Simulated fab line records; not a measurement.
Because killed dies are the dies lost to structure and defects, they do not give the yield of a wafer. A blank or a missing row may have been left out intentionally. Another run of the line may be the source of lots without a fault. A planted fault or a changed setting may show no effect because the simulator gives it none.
Struck lot and sound lot, side by side || flow gf180mcu || 15 steps out of a route of 602
Sound: wafers L881.2, L881.5, L881.6. Struck: wafer L889.6 (left out: L889.1, L889.5 of the same lot, which were not struck); the cause appears at the end.
Each step with rows lists, per side, the tool, then ch with its chambers, then its first start. Under that, the readings that differ: sound wafers || struck wafers || difference of the means || sigmas: that difference in standard deviations of wafers without a fault.
alike: words and numbers the same on both sides, and readings whose means are apart by under 2 such deviations; not compared: readings that were withheld, readings missing a value for some wafer, numbers with overlapping values and no deviation given by the record, and bounds like >300 which may hide the same value.
The two part at a step that has a row with sigmas, a row that says differs or no value, or rows on one side only. Non-overlapping numbers with no deviation appear without sigmas and do not part them. A reading that every wafer of one side lacks parts them only if that side has two wafers or more.

first, 3 steps without rows for these wafers: GF_CONTACT_EXPOSE_11 (exposes mask Contact, target cd 220 nm); GF_CONTACT_PEB_12 (peb time 90 s); GF_CONTACT_DEVELOP_13 (develop time 60 s).
GF_CONTACT_CD_MEAS_14: the cd target is 220 nm.
  struck on cd sem-01, day 21 01:41; sound on cd sem-02, day 17 22:30
  alike: cd nm
GF_CONTACT_OVL_MEAS_15:
  struck on overlay-01, day 21 01:48; sound on overlay-02, day 17 22:37
  alike: CONTACT_OVL
GF_CONTACT_ETCH_16: etches BARC in N2/H2.
  sound on rie diel-03 ch 0,1,3, day 17 22:38; struck on rie diel-04 ch 2, day 21 01:50
  alike: drypump motor current A, oes product au, throttle valve pct
GF_CONTACT_ETCH_17: etches SiO2 in C4F8/O2/Ar, stops on CoSi2, target depth 860 nm.
  sound: rie diel-03 ch 0,1,3; struck: rie diel-04 ch 2
  alike: oes product au
GF_CONTACT_STRIP_18: strips in O2/N2.
  sound on plasma asher-01 ch 0,1, day 17 22:48; struck on plasma asher-01 ch 0, day 21 02:00
  alike: drypump motor current A, heater power w, o2 flow sccm, oes product au, platen temp c
  not compared: rf hours counter h
then, 3 steps without rows for these wafers: GF_CONTACT_CLEAN_19 (cleans in SPM); GF_CONTACT_CLEAN_20 (cleans in DIW); GF_CONTACT_CLEAN_21 (cleans in dHF, time 20 s).
GF_CONTACT_SPUTTER_22: material Ti, target thk 15 nm, time 80.02 s.
  struck on pvd sputter-02, day 21 02:17; sound on pvd sputter-02, day 17 23:08
  alike: substrate temp c, throttle valve pct
GF_CONTACT_SPUTTER_23: material TiN, target thk 10 nm, time 40 s.
  struck on pvd sputter-02, day 21 02:22; sound on pvd sputter-02, day 17 23:11
{"reading": "model.TiN_of_CONTACT_SPUTTER_23.thk nm (nm)", "sound": "9.677 9.713 9.963", "struck": 13.28, "difference": "+3.50", "sigmas": ""}
  alike: throttle valve pct
GF_CONTACT_CVD_24: deposits W, target thk 300 nm, time 90.339 s.
  sound on cvd w-02 ch 0,1, day 17 23:14; struck on cvd w-01 ch 1, day 21 02:23
  alike: heater power w
  not compared: since wet clean h
-- the record jumps here: 12 days lie between the struck wafers' starts before and after (it left off in module CONTACT and takes up again in module PASSIVATION, whose first step shown is number 602 of the route) --
GF_PASSIVATION_PROBE_99:
  the record has rows for the struck wafers here (prober-01, day 33 01:58) and none for the sound ones

WHERE THEY PART
Only at GF_PASSIVATION_PROBE_99, as far as this record shows.

WHY: what the simulator had put in
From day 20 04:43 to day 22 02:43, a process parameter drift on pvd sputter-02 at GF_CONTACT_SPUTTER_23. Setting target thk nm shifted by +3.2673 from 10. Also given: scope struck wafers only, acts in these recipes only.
